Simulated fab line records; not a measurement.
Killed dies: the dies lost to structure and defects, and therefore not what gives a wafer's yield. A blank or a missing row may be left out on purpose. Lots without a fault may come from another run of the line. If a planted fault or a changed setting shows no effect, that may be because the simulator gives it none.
fab line records | flow gf180mcu
record: lots: 14 wafers: 38 last_day: 34
route steps=602 shown V1@357 M3@413 V3@430
lots with no fault: from the same line, run without faults
start_h: hours from the record's opening day to when the first of the lot's shown wafers began | wait_h: hours since the lot's step before | " as in the row above | L1.1+2: a row that stands for several wafers | - no value, or no start was given | * or withheld: withheld | < > ~ a bound
route shown NAME@n: names a module that has steps shown in the file, with the first one's number in the route | usual: mean and standard deviation over wafers with no fault | same: alike in all rows | chamber/n: place in a boat | sites: readings site by site | _std_site: how widely they spread, as a standard deviation | _edge_site: mean of outer sites minus mean of inner sites | radius_mm: for every site, how far away it sits from the centre of the wafer | mask NAME#n: copy n | behind: the tool/chamber that last shaped the wafer | hold: why the lot went on hold/how many hours it stayed there/how the hold came to an end | device: the transistor (n, p or np) that didn't switch | end of line: the route-end tests of the same wafers | a step with no rows: only its recipe | killed: at the first sort, the dies lost to defects and structure; wafer yield is something else | map: a wafer's dies, marking killed ones x, the rest . and places with no die _
set.NAME: the run value of the setting; set.NAME@STEP: its run value at that earlier step | model.NAME: the simulator's own value behind a step, which no gauge read
a sample of lots followed through the steps of the route, with each step as a table and each wafer as a row
services: a tool's chamber out of use, with start hour (start_h, from the record's first day; less than 0 if before it), hours out, and reason
== steps ==
step: GF_V1_SPUTTER_22
recipe: material: TiN target_thk_nm: 10 chamber_pressure_pa: 5 power_w: 4000 time_s: 40
usual: throttle_valve_pct: 30.0/1.1
columns lot.wafer tool chamber start_h wait_h throttle_valve_pct
L382.4 pvd_sputter-03 - 405.29 0.0 28.4
L382.5 " - " " 28.2
L382.6 " - " " 32.4
L383.1 pvd_sputter-02 - 414.70 0.0 31.1
L383.2 " - " " 28.2
L383.4 " - " " 30.1
L384.2 pvd_sputter-03 - 422.44 0.0 27.9
L384.3 " - " " 32.0
L384.6 " - " " 29.9
L385.1 pvd_sputter-04 - 435.24 0.0 29.8
L385.3 " - " " 29.6
L385.5 " - " " 29.9
L386.5 pvd_sputter-04 - 439.35 0.0 30.0
L386.6 " - " " 29.7
L388.1 pvd_sputter-04 - 462.74 0.0 30.2
L388.3 " - " " 29.8
L388.6 " - " " 29.6
L389.1 pvd_sputter-03 - 487.43 0.0 29.7
L389.2 " - " " 28.3
L389.5 " - " " 30.2
L390.1 pvd_sputter-03 - 489.37 0.0 32.4
L390.4 " - " " 30.0
L390.5 " - " " 32.2
L391.1 pvd_sputter-04 - 501.84 0.0 29.6
L391.3 " - " " 30.2
L391.6 " - " " 29.6
L393.4 pvd_sputter-03 - 534.10 0.0 32.1
L393.5 " - " " 32.1
L396.1 pvd_sputter-04 - 547.64 0.0 29.7
L396.4 " - " " 29.6
L398.1 pvd_sputter-02 - 551.90 0.0 30.7
L398.2 " - " " 30.2
L400.1 pvd_sputter-02 - 573.99 0.0 31.2
L400.2 " - " " 28.2
L400.5 " - " " 31.2
L405.3 pvd_sputter-03 - 602.09 0.0 32.3
L405.4 " - " " 28.3
L405.5 " - " " 29.9
step: GF_V1_THK_MEAS_25
recipe: thk_meas_gauge: xrf reads: W_of_V1_CVD_23
usual: V1_W_THK: 348/6.3
columns lot.wafer tool chamber start_h wait_h V1_W_THK[nm]
L382.4 film_metro-02 - 405.67 0.1 342
L382.5 " - " " 341
L382.6 " - " " 341
L383.1 film_metro-01 - 414.98 0.1 350
L383.2 " - " " 353
L383.4 " - " " 349
L384.2 film_metro-01 - 422.72 0.1 349
L384.3 " - " " 351
L384.6 " - " " 348
L385.1 film_metro-02 - 435.51 0.1 349
L385.3 " - " " 349
L385.5 " - " " 350
L386.5 film_metro-04 - 439.64 0.1 345
L386.6 " - " " 349
L388.1 film_metro-02 - 463.01 0.1 346
L388.3 " - " " 340
L388.6 " - " " 350
L389.1 film_metro-01 - 487.71 0.1 357
L389.2 " - " " 355
L389.5 " - " " 353
L390.1 film_metro-01 - 489.64 0.1 356
L390.4 " - " " 356
L390.5 " - " " 359
L391.1 film_metro-01 - 502.23 0.1 349
L391.3 " - " " 355
L391.6 " - " " 346
L393.4 film_metro-01 - 534.40 0.1 349
L393.5 " - " " 351
L396.1 film_metro-04 - 547.91 0.1 337
L396.4 " - " " 351
L398.1 film_metro-01 - 552.17 0.1 362
L398.2 " - " " 357
L400.1 film_metro-04 - 574.26 0.1 348
L400.2 " - " " 351
L400.5 " - " " 346
L405.3 film_metro-04 - 602.38 0.1 337
L405.4 " - " " 343
L405.5 " - " " 339
step: GF_M3_SPUTTER_04
recipe: material: TiN target_thk_nm: 50 power_w: 6500 time_s: 41.7 chamber_pressure_pa: 0.4
usual: throttle_valve_pct: 29.5/1.4
columns lot.wafer tool chamber start_h wait_h throttle_valve_pct
L382.4 pvd_sputter-04 - 457.56 0.0 29.7
L382.5 " - " " 29.7
L382.6 " - " " 30.2
L383.1 pvd_sputter-03 - 465.79 0.0 32.3
L383.2 " - " " 29.7
L383.4 " - " " 28.1
L384.2 pvd_sputter-01 - 475.82 0.0 30.1
L384.3 " - " " 27.2
L384.6 " - " " 29.3
L385.1 pvd_sputter-01 - 487.75 0.0 30.2
L385.3 " - " " 27.5
L385.5 " - " " 27.2
L386.5 pvd_sputter-03 - 492.09 0.0 32.2
L386.6 " - " " 28.2
L388.1 pvd_sputter-03 - 513.67 0.0 29.7
L388.3 " - " " 29.9
L388.6 " - " " 28.1
L389.1 pvd_sputter-01 - 537.61 0.0 27.3
L389.2 " - " " 30.0
L389.5 " - " " 27.3
L390.1 pvd_sputter-01 - 539.79 0.0 29.9
L390.4 " - " " 27.1
L390.5 " - " " 29.4
L391.1 pvd_sputter-01 - 551.25 0.0 29.0
L391.3 " - " " 29.3
L391.6 " - " " 30.3
L393.4 pvd_sputter-03 - 582.82 0.0 28.0
L393.5 " - " " 29.8
L396.1 pvd_sputter-03 - 595.86 0.0 30.0
L396.4 " - " " 28.2
L398.1 pvd_sputter-03 - 599.16 0.0 28.2
L398.2 " - " " 29.9
L400.1 pvd_sputter-03 - 619.97 0.0 28.0
L400.2 " - " " 31.9
L400.5 " - " " 28.2
L405.3 pvd_sputter-01 - 647.11 0.0 29.3
L405.4 " - " " 27.3
L405.5 " - " " 28.9
step: GF_M3_THK_MEAS_06
recipe: thk_meas_gauge: xrf reads: AlCu_of_M3_SPUTTER_02
usual: M3_ALCU_THK: 452/6.9
columns lot.wafer tool chamber start_h wait_h M3_ALCU_THK[nm]
L382.4 film_metro-03 - 457.75 0.1 460
L382.5 " - " " 453
L382.6 " - " " 453
L383.1 film_metro-02 - 465.95 0.1 446
L383.2 " - " " 443
L383.4 " - " " 445
L384.2 film_metro-02 - 475.99 0.1 445
L384.3 " - " " 441
L384.6 " - " " 437
L385.1 film_metro-03 - 487.91 0.1 449
L385.3 " - " " 445
L385.5 " - " " 446
L386.5 film_metro-04 - 492.27 0.1 457
L386.6 " - " " 453
L388.1 film_metro-03 - 513.83 0.1 457
L388.3 " - " " 454
L388.6 " - " " 453
L389.1 film_metro-03 - 537.77 0.1 443
L389.2 " - " " 453
L389.5 " - " " 448
L390.1 film_metro-03 - 539.95 0.1 457
L390.4 " - " " 455
L390.5 " - " " 451
L391.1 film_metro-02 - 551.41 0.1 451
L391.3 " - " " 442
L391.6 " - " " 448
L393.4 film_metro-02 - 583.01 0.1 447
L393.5 " - " " 450
L396.1 film_metro-02 - 596.02 0.1 420
L396.4 " - " " 441
L398.1 film_metro-04 - 599.32 0.1 426
L398.2 " - " " 435
L400.1 film_metro-02 - 620.13 0.1 426
L400.2 " - " " 431
L400.5 " - " " 455
L405.3 film_metro-04 - 647.29 0.1 439
L405.4 " - " " 441
L405.5 " - " " 452
step: GF_V3_THK_MEAS_01
recipe: reads: SiO2_of_V3_CVD_00
usual: V3_CVD_00_THK: 600/8
columns lot.wafer tool chamber start_h wait_h V3_CVD_00_THK[nm]
L382.4 film_metro-02 - 482.79 0.0 581
L382.5 " - " " 590
L382.6 " - " " 605
L383.1 film_metro-04 - 491.59 0.0 590
L383.2 " - " " 604
L383.4 " - " " 592
L384.2 film_metro-02 - 501.13 0.0 588
L384.3 " - " " 587
L384.6 " - " " 607
L385.1 film_metro-01 - 511.88 0.0 611
L385.3 " - " " 598
L385.5 " - " " 608
L386.5 film_metro-02 - 515.81 0.0 591
L386.6 " - " " 610
L388.1 film_metro-01 - 537.73 0.0 598
L388.3 " - " " 592
L388.6 " - " " 590
L389.1 film_metro-04 - 561.11 0.0 598
L389.2 " - " " 600
L389.5 " - " " 606
L390.1 film_metro-02 - 562.33 0.1 603
L390.4 " - " " 605
L390.5 " - " " 601
L391.1 film_metro-01 - 573.51 0.0 595
L391.3 " - " " 592
L391.6 " - " " 594
L393.4 film_metro-04 - 604.08 0.0 609
L393.5 " - " " 601
L396.1 film_metro-04 - 618.06 0.0 604
L396.4 " - " " 607
L398.1 film_metro-02 - 621.60 0.0 599
L398.2 " - " " 600
L400.1 film_metro-04 - 641.43 0.0 612
L400.2 " - " " 607
L400.5 " - " " 609
L405.3 film_metro-02 - 668.12 0.1 605
L405.4 " - " " 604
L405.5 " - " " 605
== services ==
columns tool chamber start_h hours kind
pvd_sputter-04 - 385.58 9.3 repair
pvd_sputter-02 - 422.27 7.5 repair
pvd_sputter-02 2 464.99 - consumable_replace:kit
pvd_sputter-02 2 464.99 18.0 scheduled_down
pvd_sputter-02 2 464.99 18.0 vent_cycle
pvd_sputter-01 0 508.14 - consumable_replace:kit
pvd_sputter-01 0 508.14 18.0 scheduled_down
pvd_sputter-01 0 508.14 18.0 vent_cycle
pvd_sputter-01 - 518.69 1.6 repair
pvd_sputter-01 - 541.92 3.5 repair
pvd_sputter-04 - 573.87 4.4 repair
pvd_sputter-03 - 580.04 2.1 repair
pvd_sputter-03 1 584.74 - consumable_replace:kit
pvd_sputter-03 1 584.74 18.0 scheduled_down
pvd_sputter-03 1 584.74 18.0 vent_cycle
pvd_sputter-03 - 603.77 6.6 repair
== key ==
first_sign: step: GF_M3_THK_MEAS_06 reading: M3_ALCU_THK direction: down sigmas: 3.5 usual: 452 struck: 428
effect none on later readings
met_at GF_M3_SPUTTER_04
struck_lots L396,L398,L400
struck_wafers L396.1,L398.1,L398.2,L400.1,L400.2
baseline_loss: step: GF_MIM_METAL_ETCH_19 wafers: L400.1
not_acting_at GF_V1_SPUTTER_22,GF_V1_THK_MEAS_25,GF_V3_THK_MEAS_01
onset_between 582.82 595.86
fault: kind: process_parameter_drift tool: pvd_sputter-03 chamber: - onset_h: 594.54 steps: GF_M3_SPUTTER_04 channel: target_thk_nm offset: 32.991 shape: step end_h: 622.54 scope: struck_wafers_only acts_in: these_recipes_only stated: 50
baseline_loss: these wafers lose ten dies or more at that step, a loss of the line's own and not of a fault; the sort's usual values leave them out
